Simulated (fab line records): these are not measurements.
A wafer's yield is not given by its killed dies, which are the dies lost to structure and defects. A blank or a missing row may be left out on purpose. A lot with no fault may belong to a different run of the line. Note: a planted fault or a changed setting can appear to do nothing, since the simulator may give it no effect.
Struck lot and sound lot, side by side -- flow sky130 -- 18 out of 708 route steps
Sound: the wafers L431.1, L431.2, L431.5. Struck: wafers L436.1, L436.3. (L436.4 of the same lot was not struck and is left out.) The cause comes at the end.
Per side, at each step with rows, come the tool, then ch with its chambers, and then its first start. Under that, the readings that differ: sound wafers -- struck wafers -- difference of the means -- sigmas: that difference in standard deviations of wafers without a fault.
alike: readings with means less than 2 such deviations apart, plus words and numbers identical on both sides. not compared: withheld readings, readings lacking a value on some wafer, bounds such as >300 that could conceal the same value, and numbers that have no deviation in the record and whose values overlap.
A row with sigmas, a row that says differs or no value, or rows on one side alone: a step with any of these is where the two part. Numbers that don't overlap but have no deviation are shown without sigmas and don't part them. Lack of a reading on every wafer of one side parts them only where that side has two or more wafers.

first, 3 steps without rows for these wafers: SKY_VIA1_EXPOSE_09 (exposes mask VIM, target cd 150 nm); SKY_VIA1_PEB_10; SKY_VIA1_DEVELOP_11 (develop time 60 s).
SKY_VIA1_CD_MEAS_12: the cd target is 150 nm.
  sound on cdSem-01 at day 36 02:41; struck on cdSem-02 at day 36 06:26
reading,sound,struck,difference,sigmas
cdNm (nm),152.4 153.0 152.7,146.8 148.2,-5.2,-3
SKY_VIA1_OVL_MEAS_13:
  sound on overlay-02 at day 36 02:48; struck on overlay-02 at day 36 06:33
reading,sound,struck,difference,sigmas
VIA1_OVL (nm),2 7 4,-7 -11,-13,-2
SKY_VIA1_ETCH_14: etches BARC in N2/H2, stops on SiO2, time 45.9 s, target depth 60 nm.
  sound on rieDiel-02 ch 1,2,3, day 36 02:50; struck on rieDiel-02 ch 2,3, day 36 06:35
reading,sound,struck,difference,sigmas
throttleValvePct (%),13.241 13.231 13.236,13.218 13.219,-0.018,-2
  alike: drypumpMotorCurrentA, n2FlowSccm, oesProductAu
  not compared: rfHoursCounterH
SKY_VIA1_ETCH_15: etches SiO2 in C4F8/O2/Ar, stops on TiN, target depth 351 nm, time 54 s.
  sound on rieDiel-02 ch 1,2,3, day 36 02:53; struck on rieDiel-02 ch 2,3, day 36 06:38
  alike: oesProductAu
  not compared: rfHoursCounterH
SKY_VIA1_STRIP_16: strips in O2/N2.
  sound on plasmaAsher-02 ch 0,1, day 36 02:56; struck on plasmaAsher-03 ch 0,1, day 36 06:41
  alike: drypumpMotorCurrentA, n2FlowSccm, o2FlowSccm, oesProductAu, stripTimeToEndpointS
  not compared: rfHoursCounterH
then, 3 steps without rows for these wafers: SKY_VIA1_STRIP_17 (strips in post etch residue remover, time 1200 s); SKY_VIA1_CLEAN_18 (cleans in IPA, time 180 s); SKY_VIA1_CLEAN_19 (cleans in O3/DIW).
SKY_VIA1_SPUTTER_20: material TiN, target thk 20 nm, time 80 s.
  sound on pvdSputter-02 at day 36 03:31; struck on pvdSputter-01 at day 36 07:16
  alike: throttleValvePct
SKY_VIA1_CVD_21: deposits W, target thk 270 nm, time 80.902 s.
  sound on cvdW-02 ch 0,1, day 36 03:35; struck on cvdW-02 ch 1, day 36 07:20
reading,sound,struck,difference,sigmas
model.W_of_VIA1_CVD_21.thkNm (nm),266.7 264.2 263.9,195.2 198,-68.3,
  alike: heaterPowerOuterW, heaterPowerW
SKY_VIA1_RS_MEAS_22: uses a four-point probe to measure.
  sound on filmMetro-03 at day 36 03:40; struck on filmMetro-02 at day 36 07:25
reading,sound,struck,difference,sigmas
VIA1_W_RS (ohm/sq),0.432 0.436 0.436,0.594 0.586,+0.155,+24
SKY_VIA1_THK_MEAS_23: measures by xrf.
  sound on filmMetro-03 at day 36 03:47; struck on filmMetro-02 at day 36 07:32
reading,sound,struck,difference,sigmas
VIA1_W_THK (nm),255 254 252,192 195,-60,-13
SKY_VIA1_CMP_24: polishes, stops on SiO2, t overpolish 15 s, target thk 0 nm.
  sound on cmp-02 ch 2,3, day 36 03:51; struck on cmp-01 ch 2,3, day 36 07:36
reading,sound,struck,difference,sigmas
timeToEndpointS (s),67 67 69,48 50,-19,-6
  alike: edgeZonePressureFrac, motorCurrentA
SKY_METAL2_SPUTTER_00: material Ti, target thk 15 nm, time 10 s.
  sound on pvdSputter-01 at day 36 04:09; struck on pvdSputter-02 at day 36 07:54
  alike: throttleValvePct
-- the record jumps here: 11 days lie between the struck wafers' starts before and after (it left off in module METAL2 and takes up again in module PAD_OPEN, whose first step shown is number 708 of the route) --
SKY_PAD_OPEN_PROBE_99:
  record: rows for the struck wafers here (prober-01, day 47 15:28), none for the sound ones

== WHERE THEY PART ==
Earliest at SKY_VIA1_CD_MEAS_12; latest, in this record, at SKY_PAD_OPEN_PROBE_99.

WHY: what the simulator had put in
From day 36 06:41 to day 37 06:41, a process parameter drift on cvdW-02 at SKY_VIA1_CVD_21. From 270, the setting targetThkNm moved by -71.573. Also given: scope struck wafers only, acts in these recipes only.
